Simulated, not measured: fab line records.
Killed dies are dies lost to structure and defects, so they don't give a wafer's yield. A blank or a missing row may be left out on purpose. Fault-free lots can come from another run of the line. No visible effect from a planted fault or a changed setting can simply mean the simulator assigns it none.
Which tool was responsible? | flow gf180mcu | 24 lots, 72 wafers sampled, at 6 steps of a route of 602

## WHAT EACH GAUGE READ, for each wafer
Not one reading of a measure or inspect step in the record can be checked against a usual standard deviation.

## TOOL THAT RAN EACH LOT (tool first, then ch and the chambers of the sampled wafers, then the start)
lot  | GF_M2_SPUTTER_00            | GF_M3_SPUTTER_04            | GF_M4_SPUTTER_03            | GF_MIM_SPUTTER_07           | GF_M5_ETCH_09                     | GF_PASSIVATION_CVD_00
L074 | pvdSputter-03, day 18 11:28 | pvdSputter-02, day 20 14:23 | pvdSputter-03, day 22 17:20 | pvdSputter-02, day 24 18:33 | rieDiel-03 ch 0,1, day 26 13:04   | pecvd-01 ch 0,1, day 28 09:40
L075 | pvdSputter-01, day 18 15:24 | pvdSputter-02, day 20 17:56 | pvdSputter-01, day 22 21:34 | pvdSputter-02, day 24 22:32 | rieDiel-02 ch 0,3, day 26 16:47   | pecvd-01 ch 0,1,2, day 28 12:43
L076 | pvdSputter-02, day 19 01:16 | pvdSputter-03, day 21 04:38 | pvdSputter-02, day 23 07:00 | pvdSputter-02, day 25 06:54 | rieDiel-02 ch 1,2,3, day 27 01:07 | pecvd-02 ch 0,1, day 28 20:56
L077 | pvdSputter-01, day 19 01:34 | pvdSputter-02, day 21 04:56 | pvdSputter-01, day 23 07:21 | pvdSputter-04, day 25 07:49 | rieDiel-03 ch 0,1,3, day 27 01:28 | pecvd-01 ch 0,1,2, day 28 21:05
L078 | pvdSputter-02, day 20 03:06 | pvdSputter-03, day 22 05:50 | pvdSputter-02, day 24 07:35 | pvdSputter-02, day 26 05:14 | rieDiel-04 ch 0,1, day 27 21:47   | pecvd-01 ch 0,1, day 29 16:17
L079 | pvdSputter-02, day 20 09:10 | pvdSputter-03, day 22 11:50 | pvdSputter-03, day 24 12:42 | pvdSputter-02, day 26 10:27 | rieDiel-04 ch 0,1,2, day 28 02:46 | pecvd-01 ch 0,1,2, day 29 21:59
L080 | pvdSputter-01, day 20 19:23 | pvdSputter-03, day 22 22:37 | pvdSputter-01, day 24 22:43 | pvdSputter-02, day 26 20:47 | rieDiel-03 ch 0,1,3, day 28 13:07 | pecvd-02 ch 0,1,2, day 30 06:46
L081 | pvdSputter-01, day 21 11:35 | pvdSputter-02, day 23 14:44 | pvdSputter-02, day 25 14:04 | pvdSputter-04, day 27 09:51 | rieDiel-04 ch 1,2,3, day 29 01:20 | pecvd-03 ch 1,2, day 30 19:19
L082 | pvdSputter-02, day 21 20:06 | pvdSputter-04, day 23 22:59 | pvdSputter-02, day 25 20:46 | pvdSputter-04, day 27 17:06 | rieDiel-03 ch 0,1,3, day 29 08:52 | pecvd-02 ch 0,1,2, day 31 01:28
L083 | pvdSputter-02, day 21 23:51 | pvdSputter-02, day 24 02:08 | pvdSputter-02, day 26 00:18 | pvdSputter-03, day 27 20:38 | rieDiel-02 ch 0,1,3, day 29 12:09 | pecvd-03 ch 0,1,2, day 31 04:34
L084 | pvdSputter-02, day 22 09:29 | pvdSputter-04, day 24 11:28 | pvdSputter-03, day 26 08:13 | pvdSputter-03, day 28 05:11 | rieDiel-03 ch 0,1, day 29 19:59   | pecvd-02 ch 0,2, day 31 11:24
L085 | pvdSputter-02, day 22 18:43 | pvdSputter-03, day 24 19:41 | pvdSputter-02, day 26 16:26 | pvdSputter-03, day 28 12:22 | rieDiel-04 ch 1,2, day 30 03:09   | pecvd-02 ch 0,2, day 31 18:28
L086 | pvdSputter-01, day 23 00:11 | pvdSputter-02, day 25 01:07 | pvdSputter-02, day 26 22:23 | pvdSputter-04, day 28 17:46 | rieDiel-04 ch 0,1,3, day 30 07:22 | pecvd-02 ch 0,1, day 32 00:07
L087 | pvdSputter-01, day 23 04:57 | pvdSputter-04, day 25 05:29 | pvdSputter-01, day 27 02:17 | pvdSputter-03, day 28 21:16 | rieDiel-02 ch 0,1, day 30 12:07   | pecvd-02 ch 0,2, day 32 03:07
L089 | pvdSputter-01, day 23 19:38 | pvdSputter-02, day 25 18:07 | pvdSputter-03, day 27 13:49 | pvdSputter-02, day 29 08:07 | rieDiel-02 ch 0,1,2, day 30 21:46 | pecvd-02 ch 0,1, day 32 11:52
L088 | pvdSputter-02, day 23 21:41 | pvdSputter-03, day 25 20:46 | pvdSputter-03, day 27 16:14 | pvdSputter-04, day 29 10:39 | rieDiel-04 ch 0,2,3, day 31 00:12 | pecvd-03 ch 1,2, day 32 13:54
L090 | pvdSputter-02, day 24 03:56 | pvdSputter-04, day 26 02:07 | pvdSputter-01, day 27 21:16 | pvdSputter-03, day 29 15:06 | rieDiel-03 ch 1,3, day 31 03:22   | pecvd-02 ch 0,2, day 32 17:25
L091 | pvdSputter-03, day 24 10:49 | pvdSputter-04, day 26 08:17 | pvdSputter-03, day 28 04:43 | pvdSputter-02, day 29 23:01 | rieDiel-04 ch 0,1, day 31 11:54   | pecvd-01 ch 0,1,2, day 33 01:00
L092 | pvdSputter-03, day 24 14:47 | pvdSputter-03, day 26 12:35 | pvdSputter-02, day 28 08:07 | pvdSputter-03, day 30 01:21 | rieDiel-03 ch 0,1,3, day 31 14:04 | pecvd-03 ch 0,1, day 33 04:11
L093 | pvdSputter-01, day 24 16:44 | pvdSputter-02, day 26 14:16 | pvdSputter-02, day 28 09:55 | pvdSputter-04, day 30 03:31 | rieDiel-04 ch 1,3, day 31 15:31   | pecvd-01 ch 0,1,2, day 33 05:07
L094 | pvdSputter-02, day 25 05:29 | pvdSputter-04, day 27 02:11 | pvdSputter-03, day 28 20:48 | pvdSputter-02, day 30 14:07 | rieDiel-04 ch 0,1,3, day 32 02:10 | pecvd-03 ch 0,1,2, day 33 14:58
L095 | pvdSputter-01, day 25 14:16 | pvdSputter-02, day 27 11:14 | pvdSputter-02, day 29 04:35 | pvdSputter-03, day 30 21:20 | rieDiel-03 ch 0,2, day 32 08:23   | pecvd-02 ch 1,2, day 33 19:57
L096 | pvdSputter-03, day 25 18:46 | pvdSputter-03, day 27 15:22 | pvdSputter-03, day 29 09:08 | pvdSputter-04, day 31 00:41 | rieDiel-04 ch 0,1,3, day 32 11:35 | pecvd-03 ch 0,1, day 33 23:09
L097 | pvdSputter-03, day 26 01:38 | pvdSputter-02, day 27 21:04 | pvdSputter-03, day 29 15:37 | pvdSputter-02, day 31 07:05 | rieDiel-02 ch 0,1,3, day 32 17:09 | pecvd-03 ch 0,1,2, day 34 04:16
- GF_M2_SPUTTER_00: material Ti, target thk 37.5 nm, time 150 s.
- GF_M3_SPUTTER_04: material TiN, target thk 50 nm, time 41.7 s.
- GF_M4_SPUTTER_03: material Ti, target thk 10 nm, time 6.7 s.
- GF_MIM_SPUTTER_07: material TiN, target thk 60 nm, time 50 s.
- GF_M5_ETCH_09: etches Si3N4 in CF4/O2, target depth 52 nm, time 11.6 s.
- GF_PASSIVATION_CVD_00: deposits SiO2 from TEOS, target thk 1000 nm, time 111.95 s.

## AS READ BY THE TOOLS THEMSELVES (means over the sampled wafers that have a number; for cases with no such wafer, the mark the record gives instead)
GF_M2_SPUTTER_00.
lot  | tool          | throttleValvePct (%)
L074 | pvdSputter-03 | 29.6
L075 | pvdSputter-01 | 29.7
L076 | pvdSputter-02 | 29.0
L077 | pvdSputter-01 | 30.0
L078 | pvdSputter-02 | 29.2
L079 | pvdSputter-02 | 29.1
L080 | pvdSputter-01 | 29.8
L081 | pvdSputter-01 | 29.6
L082 | pvdSputter-02 | 29.0
L083 | pvdSputter-02 | 28.8
L084 | pvdSputter-02 | 29.8
L085 | pvdSputter-02 | 29.7
L086 | pvdSputter-01 | 29.4
L087 | pvdSputter-01 | 28.7
L089 | pvdSputter-01 | 29.5
L088 | pvdSputter-02 | 28.8
L090 | pvdSputter-02 | 29.0
L091 | pvdSputter-03 | 31.1
L092 | pvdSputter-03 | 29.5
L093 | pvdSputter-01 | 30.8
L094 | pvdSputter-02 | 28.7
L095 | pvdSputter-01 | 30.1
L096 | pvdSputter-03 | 30.9
L097 | pvdSputter-03 | 30.4

GF_M3_SPUTTER_04.
lot  | tool          | throttleValvePct (%)
L074 | pvdSputter-02 | 28.4
L075 | pvdSputter-02 | 29.7
L076 | pvdSputter-03 | 28.9
L077 | pvdSputter-02 | 29.0
L078 | pvdSputter-03 | 29.7
L079 | pvdSputter-03 | 30.4
L080 | pvdSputter-03 | 31.7
L081 | pvdSputter-02 | 29.6
L082 | pvdSputter-04 | 29.5
L083 | pvdSputter-02 | 28.8
L084 | pvdSputter-04 | 29.4
L085 | pvdSputter-03 | 29.4
L086 | pvdSputter-02 | 29.3
L087 | pvdSputter-04 | 30.1
L089 | pvdSputter-02 | 29.8
L088 | pvdSputter-03 | 29.9
L090 | pvdSputter-04 | 29.0
L091 | pvdSputter-04 | 29.3
L092 | pvdSputter-03 | 31.3
L093 | pvdSputter-02 | 29.3
L094 | pvdSputter-04 | 28.7
L095 | pvdSputter-02 | 29.6
L096 | pvdSputter-03 | 29.4
L097 | pvdSputter-02 | 28.8

GF_M4_SPUTTER_03.
lot  | tool          | throttleValvePct (%)
L074 | pvdSputter-03 | 31.0
L075 | pvdSputter-01 | 30.0
L076 | pvdSputter-02 | 29.2
L077 | pvdSputter-01 | 29.7
L078 | pvdSputter-02 | 28.8
L079 | pvdSputter-03 | 30.5
L080 | pvdSputter-01 | 29.4
L081 | pvdSputter-02 | 29.4
L082 | pvdSputter-02 | 29.4
L083 | pvdSputter-02 | 29.0
L084 | pvdSputter-03 | 30.5
L085 | pvdSputter-02 | 29.3
L086 | pvdSputter-02 | 28.6
L087 | pvdSputter-01 | 30.1
L089 | pvdSputter-03 | 30.3
L088 | pvdSputter-03 | 31.1
L090 | pvdSputter-01 | 29.3
L091 | pvdSputter-03 | 30.3
L092 | pvdSputter-02 | 29.6
L093 | pvdSputter-02 | 29.6
L094 | pvdSputter-03 | 31.9
L095 | pvdSputter-02 | 28.8
L096 | pvdSputter-03 | 29.7
L097 | pvdSputter-03 | 30.4

GF_MIM_SPUTTER_07.
lot  | tool          | throttleValvePct (%)
L074 | pvdSputter-02 | 28.5
L075 | pvdSputter-02 | 28.5
L076 | pvdSputter-02 | 28.9
L077 | pvdSputter-04 | 30.1
L078 | pvdSputter-02 | 29.0
L079 | pvdSputter-02 | 29.2
L080 | pvdSputter-02 | 29.5
L081 | pvdSputter-04 | 30.1
L082 | pvdSputter-04 | 28.9
L083 | pvdSputter-03 | 30.3
L084 | pvdSputter-03 | 29.7
L085 | pvdSputter-03 | 31.1
L086 | pvdSputter-04 | 29.0
L087 | pvdSputter-03 | 29.7
L089 | pvdSputter-02 | 28.9
L088 | pvdSputter-04 | 30.4
L090 | pvdSputter-03 | 30.4
L091 | pvdSputter-02 | 29.5
L092 | pvdSputter-03 | 31.1
L093 | pvdSputter-04 | 29.3
L094 | pvdSputter-02 | 28.9
L095 | pvdSputter-03 | 31.2
L096 | pvdSputter-04 | 29.4
L097 | pvdSputter-02 | 29.6

GF_M5_ETCH_09.
lot  | tool       | drypumpMotorCurrentA (A) | oesProductAu (a.u.) | throttleValvePct (%)
L074 | rieDiel-03 | 5.8                      | 1.014               | 5.972
L075 | rieDiel-02 | 6.0                      | 0.998               | 5.968
L076 | rieDiel-02 | 6.0                      | 1.003               | 5.971
L077 | rieDiel-03 | 5.8                      | 1.014               | 5.983
L078 | rieDiel-04 | 5.3                      | 1.006               | 5.972
L079 | rieDiel-04 | 5.7                      | 0.996               | 5.968
L080 | rieDiel-03 | 5.8                      | 1.013               | 5.981
L081 | rieDiel-04 | 5.6                      | 0.993               | 5.965
L082 | rieDiel-03 | 5.8                      | 1.013               | 5.970
L083 | rieDiel-02 | 6.1                      | 1.002               | 5.974
L084 | rieDiel-03 | 5.8                      | 1.017               | 5.974
L085 | rieDiel-04 | 5.7                      | 1.005               | 5.966
L086 | rieDiel-04 | 5.6                      | 0.998               | 5.971
L087 | rieDiel-02 | 6.1                      | 0.995               | 5.966
L089 | rieDiel-02 | 5.8                      | 1.004               | 5.970
L088 | rieDiel-04 | 6.0                      | 0.996               | 5.968
L090 | rieDiel-03 | 5.8                      | 1.002               | 5.975
L091 | rieDiel-04 | 5.3                      | 0.990               | 5.963
L092 | rieDiel-03 | 5.8                      | 1.013               | 5.970
L093 | rieDiel-04 | 5.5                      | 0.988               | 5.969
L094 | rieDiel-04 | 5.6                      | 1.006               | 5.973
L095 | rieDiel-03 | 6.2                      | 0.992               | 5.975
L096 | rieDiel-04 | 5.6                      | 1.001               | 5.973
L097 | rieDiel-02 | 6.1                      | 0.995               | 5.968

GF_PASSIVATION_CVD_00.
lot  | tool     | heaterPowerOuterW (W) | heaterPowerW (W)
L074 | pecvd-01 | 475                   | 809
L075 | pecvd-01 | 395                   | 695
L076 | pecvd-02 | 406                   | 676
L077 | pecvd-01 | 430                   | 733
L078 | pecvd-01 | 500                   | 858
L079 | pecvd-01 | 451                   | 770
L080 | pecvd-02 | 351                   | 636
L081 | pecvd-03 | 382                   | 701
L082 | pecvd-02 | 375                   | 649
L083 | pecvd-03 | 359                   | 645
L084 | pecvd-02 | 297                   | 537
L085 | pecvd-02 | 375                   | 606
L086 | pecvd-02 | 387                   | 644
L087 | pecvd-02 | 307                   | 540
L089 | pecvd-02 | 429                   | 716
L088 | pecvd-03 | 388                   | 700
L090 | pecvd-02 | 349                   | 593
L091 | pecvd-01 | 481                   | 809
L092 | pecvd-03 | 475                   | 821
L093 | pecvd-01 | 435                   | 744
L094 | pecvd-03 | 346                   | 617
L095 | pecvd-02 | 329                   | 617
L096 | pecvd-03 | 457                   | 799
L097 | pecvd-03 | 353                   | 631

## THE ANSWER, worked out from the rows above alone
Rule: usual is defined by the lots themselves. Put in order of their means at a reading, lots are off if they are a third of the lots or fewer, leave a main group of 4 or more, and stand apart from it by a gap of 3 or more times the standard deviation of the main group's means; of several such gaps the widest counts. The tables above print the reading to a certain number of digits; a main group whose means all agree to those digits is not used. A lot without any number at a reading at which 4 lots or more have one is off too. Any other lot the step has rows for is counted as sound. After the gauges, taken in route order, come the tools' own readings; for these a lot's mean is taken, as printed above. At the first step where some lot is off, the reading lying furthest off is the one used; lots without a number count as furthest.
Across all readings shown, no lot is off: no conclusion can be drawn from this.

## WHAT WAS PUT IN BY THE SIMULATOR
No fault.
